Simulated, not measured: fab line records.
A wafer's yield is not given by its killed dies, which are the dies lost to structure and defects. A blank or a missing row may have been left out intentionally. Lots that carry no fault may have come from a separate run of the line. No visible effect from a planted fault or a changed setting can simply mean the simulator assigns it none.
Which tool was responsible? | flow sfq-line | Sampling: 14 lots, 42 wafers, 4 of 325 route steps

WHAT THE GAUGES READ, wafer by wafer
No reading from a measuring or inspecting step in the record can be judged against a usual standard deviation.

WHAT TOOL EACH LOT RAN ON (gives the tool, then ch and the chambers of the sampled wafers, and finally the start)
lot  | SFQ_TRILAYER_C5_BARC_OPEN_VIA_ETCH_210 | SFQ_TRILAYER_I6_VIA_STRIP_STRIP_173 | SFQ_TRILAYER_I7_VIA_LITHO_COAT_192 | SFQ_TRILAYER_I7_VIA_STRIP_STRIP_191
L748 | rie-diel-03 ch 0,1,2, day 61 23:25     | rie-metal-02 ch 1, day 70 19:01     | litho-track-04 ch 0, day 71 06:39  | rie-metal-02 ch 0,1, day 75 05:52
L751 | rie-diel-01 ch 1,2,3, day 72 17:28     | rie-metal-02 ch 0,1, day 73 12:23   | litho-track-03 ch 0, day 77 11:10  | rie-metal-04 ch 1, day 80 23:15
L753 | rie-diel-04 ch 0,3, day 75 19:58       | rie-metal-01 ch 0,1, day 76 22:40   | litho-track-02 ch 0, day 77 21:44  | rie-metal-03 ch 1, day 81 13:39
L757 | rie-diel-03 ch 0,1,2, day 77 03:10     | rie-metal-01 ch 0,1, day 80 20:19   | litho-track-04 ch 0, day 81 06:34  | rie-metal-04 ch 0,1, day 84 18:20
L758 | rie-diel-03 ch 0,1,2, day 77 07:01     | rie-metal-02 ch 1, day 81 05:17     | litho-track-02 ch 0, day 81 15:52  | rie-metal-02 ch 0,1, day 85 01:20
L760 | rie-diel-04 ch 0,1, day 77 13:01       | rie-metal-02 ch 0,1, day 81 13:26   | litho-track-03 ch 0, day 81 23:20  | rie-metal-02 ch 0,1, day 85 08:44
L761 | rie-diel-01 ch 0,1,2, day 77 15:25     | rie-metal-02 ch 0,1, day 81 16:50   | litho-track-04 ch 0, day 82 03:52  | rie-metal-02 ch 0,1, day 85 13:20
L762 | rie-diel-03 ch 2,3, day 77 17:49       | rie-metal-02 ch 0,1, day 81 19:14   | litho-track-04 ch 0, day 82 05:14  | rie-metal-03 ch 0,1, day 85 14:32
L763 | rie-diel-04 ch 0,2,3, day 77 23:49     | rie-metal-02 ch 0,1, day 82 03:18   | litho-track-04 ch 0, day 82 14:14  | rie-metal-02 ch 0,1, day 85 18:08
L764 | rie-diel-01 ch 0,1,2, day 78 02:23     | rie-metal-02 ch 0,1, day 82 09:25   | litho-track-03 ch 0, day 83 00:52  | rie-metal-02 ch 0,1, day 86 04:52
L765 | rie-diel-04 ch 1,2, day 78 02:55       | rie-metal-03 ch 0,1, day 82 10:41   | litho-track-02 ch 0, day 83 03:55  | rie-metal-04 ch 0,1, day 86 06:04
L766 | rie-diel-03 ch 2,3, day 78 06:31       | rie-metal-01 ch 0,1, day 82 14:52   | litho-track-04 ch 0, day 83 07:26  | rie-metal-02 ch 0, day 86 09:47
L769 | rie-diel-03 ch 2,3, day 78 17:19       | rie-metal-02 ch 0,1, day 83 09:38   | litho-track-02 ch 0, day 84 10:26  | rie-metal-02 ch 0,1, day 87 12:07
L770 | rie-diel-04 ch 0,3, day 78 22:07       | rie-metal-03 ch 0, day 83 14:38     | litho-track-03 ch 0, day 84 13:29  | rie-metal-02 ch 0,1, day 87 16:55
- SFQ_TRILAYER_C5_BARC_OPEN_VIA_ETCH_210: etches BARC in O2, target depth 125 nm, time 41.7 s.
- SFQ_TRILAYER_I6_VIA_STRIP_STRIP_173: strips in O2.
- SFQ_TRILAYER_I7_VIA_LITHO_COAT_192: resist thk 62 nm.
- SFQ_TRILAYER_I7_VIA_STRIP_STRIP_191: strips in O2.

AS READ BY THE TOOLS THEMSELVES (means over the sampled wafers that have a number; for cases with no such wafer, the mark the record gives instead)
SFQ_TRILAYER_C5_BARC_OPEN_VIA_ETCH_210.
lot  | tool        | drypump-motor-current-A (A) | oes-product-au (a.u.)
L748 | rie-diel-03 | 6.0                         | 0.688
L751 | rie-diel-01 | 5.7                         | 0.681
L753 | rie-diel-04 | 5.3                         | 0.684
L757 | rie-diel-03 | 6.0                         | 0.688
L758 | rie-diel-03 | 6.0                         | 0.684
L760 | rie-diel-04 | 5.8                         | 0.684
L761 | rie-diel-01 | 5.9                         | 0.690
L762 | rie-diel-03 | 6.4                         | 0.682
L763 | rie-diel-04 | 5.4                         | 0.684
L764 | rie-diel-01 | 5.9                         | 0.685
L765 | rie-diel-04 | 5.7                         | 0.688
L766 | rie-diel-03 | 6.4                         | 0.687
L769 | rie-diel-03 | 6.4                         | 0.690
L770 | rie-diel-04 | 5.3                         | 0.686

SFQ_TRILAYER_I6_VIA_STRIP_STRIP_173.
lot  | tool         | drypump-motor-current-A (A) | oes-product-au (a.u.)
L748 | rie-metal-02 | 5.72                        | 0.983
L751 | rie-metal-02 | 5.67                        | 1.000
L753 | rie-metal-01 | 6.25                        | 1.003
L757 | rie-metal-01 | 6.22                        | 1.016
L758 | rie-metal-02 | 5.74                        | 0.982
L760 | rie-metal-02 | 5.72                        | 0.990
L761 | rie-metal-02 | 5.69                        | 0.994
L762 | rie-metal-02 | 5.71                        | 0.981
L763 | rie-metal-02 | 5.66                        | 1.005
L764 | rie-metal-02 | 5.73                        | 1.002
L765 | rie-metal-03 | 5.96                        | 0.987
L766 | rie-metal-01 | 6.16                        | 1.009
L769 | rie-metal-02 | 5.73                        | 0.991
L770 | rie-metal-03 | 5.94                        | 0.985

SFQ_TRILAYER_I7_VIA_LITHO_COAT_192.
lot  | tool           | exhaust-pa (Pa) | spin-speed-rpm (rpm)
L748 | litho-track-04 | 45.3            | 2999.5
L751 | litho-track-03 | 45.6            | 3001.3
L753 | litho-track-02 | 44.7            | 3001.0
L757 | litho-track-04 | 45.5            | 2997.7
L758 | litho-track-02 | 45.5            | 3001.1
L760 | litho-track-03 | 45.1            | 2997.5
L761 | litho-track-04 | 44.2            | 3000.8
L762 | litho-track-04 | 45.1            | 3000.8
L763 | litho-track-04 | 45.3            | 3213.3
L764 | litho-track-03 | 45.3            | 3000.1
L765 | litho-track-02 | 44.9            | 2997.8
L766 | litho-track-04 | 44.9            | 3214.2
L769 | litho-track-02 | 44.9            | 3002.4
L770 | litho-track-03 | 45.0            | 2999.4

SFQ_TRILAYER_I7_VIA_STRIP_STRIP_191.
lot  | tool         | drypump-motor-current-A (A) | oes-product-au (a.u.)
L748 | rie-metal-02 | 5.72                        | 1.003
L751 | rie-metal-04 | 5.83                        | 1.004
L753 | rie-metal-03 | 5.97                        | 0.985
L757 | rie-metal-04 | 5.29                        | 0.996
L758 | rie-metal-02 | 5.68                        | 0.990
L760 | rie-metal-02 | 5.70                        | 0.990
L761 | rie-metal-02 | 5.66                        | 1.001
L762 | rie-metal-03 | 5.94                        | 0.981
L763 | rie-metal-02 | 5.66                        | 0.991
L764 | rie-metal-02 | 5.71                        | 1.000
L765 | rie-metal-04 | 5.29                        | 0.993
L766 | rie-metal-02 | 5.63                        | 1.016
L769 | rie-metal-02 | 5.72                        | 0.995
L770 | rie-metal-02 | 5.71                        | 0.987

THE ANSWER, worked out from the rows above alone
Rule: what is usual is taken from the lots themselves. The widest of any qualifying gaps counts: lots, ordered by their means at a reading, are off when they make up no more than a third of the lots, leave a main group of 4 or more, and stand apart from it by 3 or more times the standard deviation of that group's means. Not used: any main group whose means are identical at the precision the tables above print for the reading. A lot without any number at a reading at which 4 lots or more have one is off too. Where the step has rows for the other lots, those lots are counted as sound. Order of review: gauges by route order, followed by the tools' own readings, for which a lot's mean as printed above is used. At the first step where some lot is off, the reading lying furthest off is the one used; lots without a number count as furthest.
Off, at SFQ_TRILAYER_I7_VIA_LITHO_COAT_192 on spin-speed-rpm: L763, L766. Main group: mean 2999.9 rpm, sd 1.5.
A tool fits if, at that step or a process step before it, it ran every lot that is off, and no sound lot after the first of them. One fits: SFQ_TRILAYER_I7_VIA_LITHO_COAT_192 on litho-track-04. A fault onset in the window from L762 (day 82 05:14, its last sound lot) to L763 (day 82 14:14, its first lot off) fits.
On the lots that are off, the tool's own readings at SFQ_TRILAYER_I7_VIA_LITHO_COAT_192 differ by more than 5 times the standard deviation of the sound lots' means, which bears it out; spin-speed-rpm reads 3213.8 rpm there versus 2999.9 rpm on the sound lots.

WHAT THE SIMULATOR PUT IN
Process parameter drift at SFQ_TRILAYER_I7_VIA_LITHO_COAT_192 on litho-track-04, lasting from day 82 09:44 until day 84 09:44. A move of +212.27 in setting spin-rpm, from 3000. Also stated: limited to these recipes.
Lots struck among those shown: L763, L766. The rule above reached the same finding.
